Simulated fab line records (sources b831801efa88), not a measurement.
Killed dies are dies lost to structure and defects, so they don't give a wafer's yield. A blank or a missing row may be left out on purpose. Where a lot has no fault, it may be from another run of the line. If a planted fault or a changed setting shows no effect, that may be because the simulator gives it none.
What tool caused it?	flow sky130	15 lots with 45 wafers sampled at 3 steps, on a route of 708 steps

## WHAT THE GAUGES READ, wafer by wafer
SKY_FIELD_ISO_THK_MEAS_25.
lot	measured	on	FIELD_ISO_CVD_24_THK (nm)
L188	day 2 08:57	film metro-02	596 602 595
L189	day 2 14:11	film metro-03	591 607 601
L191	day 3 01:28	film metro-02	589 593 597
L192	day 3 05:51	film metro-02	594 588 590
L194	day 3 15:54	film metro-03	608 601 600
L195	day 3 19:15	film metro-02	583 591 594
L197	day 4 08:52	film metro-04	589 591 590
L198	day 4 12:07	film metro-04	597 594 593
L199	day 4 18:09	film metro-04	598 598 596
L200	day 4 23:53	film metro-03	591 596 591
L201	day 5 04:01	film metro-02	589 592 592
L202	day 5 11:58	film metro-03	595 597 601
L203	day 5 17:47	film metro-04	600 582 587
L206	day 6 05:56	film metro-03	592 590 592
L211	day 7 07:19	film metro-02	599 600 596

SKY_PWDE_TW_MEAS_10.
lot	measured	on	PWDE_TW
L188	day 4 01:22	film metro-02	376.7 376.4 375.2
L189	day 4 05:47	film metro-01	372.2 372.1 374.6
L191	day 4 19:00	film metro-02	375.7 376.0 376.6
L192	day 5 01:47	film metro-01	371.5 373.3 372.8
L194	day 5 08:19	film metro-01	376.3 373.5 373.2
L195	day 5 16:20	film metro-02	373.2 373.6 373.4
L197	day 6 03:06	film metro-03	371.0 369.8 372.4
L198	day 6 07:28	film metro-01	369.3 368.4 370.5
L199	day 6 14:43	film metro-03	369.0 369.7 371.4
L200	day 6 19:49	film metro-01	369.8 374.0 370.1
L206	day 8 02:46	film metro-03	373.8 376.5 375.9
L211	day 9 05:59	film metro-03	376.9 377.5 376.5

## WHAT TOOL EACH LOT RAN ON (gives the tool, then ch and the chambers of the sampled wafers, and finally the start)
lot	SKY_FIELD_ISO_OXIDATION_22
L188	furnace-02 ch 0, day 2 07:38
L189	furnace-02 ch 0, day 2 12:53
L191	furnace-01 ch 0, day 3 00:10
L192	furnace-01 ch 0, day 3 04:32
L194	furnace-01 ch 0, day 3 14:34
L195	furnace-02 ch 0, day 3 17:56
L197	furnace-01 ch 0, day 4 07:34
L198	furnace-02 ch 0, day 4 10:48
L199	furnace-01 ch 0, day 4 16:50
L200	furnace-02 ch 0, day 4 22:34
L201	furnace-01, day 5 02:43
L202	furnace-02, day 5 10:38
L203	furnace-02, day 5 16:28
L206	furnace-01 ch 0, day 6 04:36
L211	furnace-02 ch 0, day 7 05:58
- SKY_FIELD_ISO_OXIDATION_22: stabilise 600 s, purge 300 s, target thk 10 nm.

## AS READ BY THE TOOLS THEMSELVES (means over the sampled wafers that have a number; for cases with no such wafer, the mark the record gives instead)
SKY_FIELD_ISO_OXIDATION_22.
lot	tool	ox temp c (C)	ox temp c max	spike tc lower C (C)	spike tc upper C (C)	tube_center_temp_C_max	zone power bottom pct (%)
L188	furnace-02	950.3	952.7	951.3	949.4	952.4	30.3
L189	furnace-02	949.6	952.1	951.5	949.4	952.5	30.4
L191	furnace-01	949.8	954.5	951.9	950.5	952.3	28.7
L192	furnace-01	949.6	954.6	951.0	951.2	952.5	28.8
L194	furnace-01	950.3	955.1	951.7	950.7	953.0	29.1
L195	furnace-02	949.5	952.2	951.4	950.6	952.1	30.3
L197	furnace-01	949.3	954.1	951.5	951.0	952.3	28.8
L198	furnace-02	949.0	951.5	951.9	949.9	952.6	30.4
L199	furnace-01	949.7	954.3	952.0	951.4	953.3	29.3
L200	furnace-02	950.0	952.5	950.9	950.7	952.3	30.4
L201	furnace-01	-	-	-	-	-	-
L202	furnace-02	-	-	-	-	-	-
L203	furnace-02	-	-	-	-	-	-
L206	furnace-01	949.9	954.7	952.2	950.4	952.7	28.9
L211	furnace-02	950.4	952.6	951.2	950.8	952.5	30.6

## THE ANSWER, worked out from the rows above alone
Rule: the lots themselves supply what counts as usual. The widest of any qualifying gaps counts: lots, ordered by their means at a reading, are off when they make up no more than a third of the lots, leave a main group of 4 or more, and stand apart from it by 3 or more times the standard deviation of that group's means. A main group is skipped when, at the precision printed for the reading in the tables above, its means are all equal. Also off: a lot with no number at a reading for which 4 or more lots have one. Where the step has rows for the other lots, those lots are counted as sound. First the gauges in route order, then the tools' own readings, where a lot's mean is used as printed above. The first step at which some lot is off is used, and at that step the reading that is off furthest; a lot without a number counts as furthest.
Off: L201, L202, L203 (SKY_FIELD_ISO_OXIDATION_22, ox temp c). Without a number there: L201, L202, L203. For the main group the mean is 949.8 C and the standard deviation 0.41.
If a tool, at that step or one of the process steps before it, ran each lot that is off and ran no sound lot following the first of them, it fits. None of those tried fits.

## WHAT THE SIMULATOR HAD PUT IN
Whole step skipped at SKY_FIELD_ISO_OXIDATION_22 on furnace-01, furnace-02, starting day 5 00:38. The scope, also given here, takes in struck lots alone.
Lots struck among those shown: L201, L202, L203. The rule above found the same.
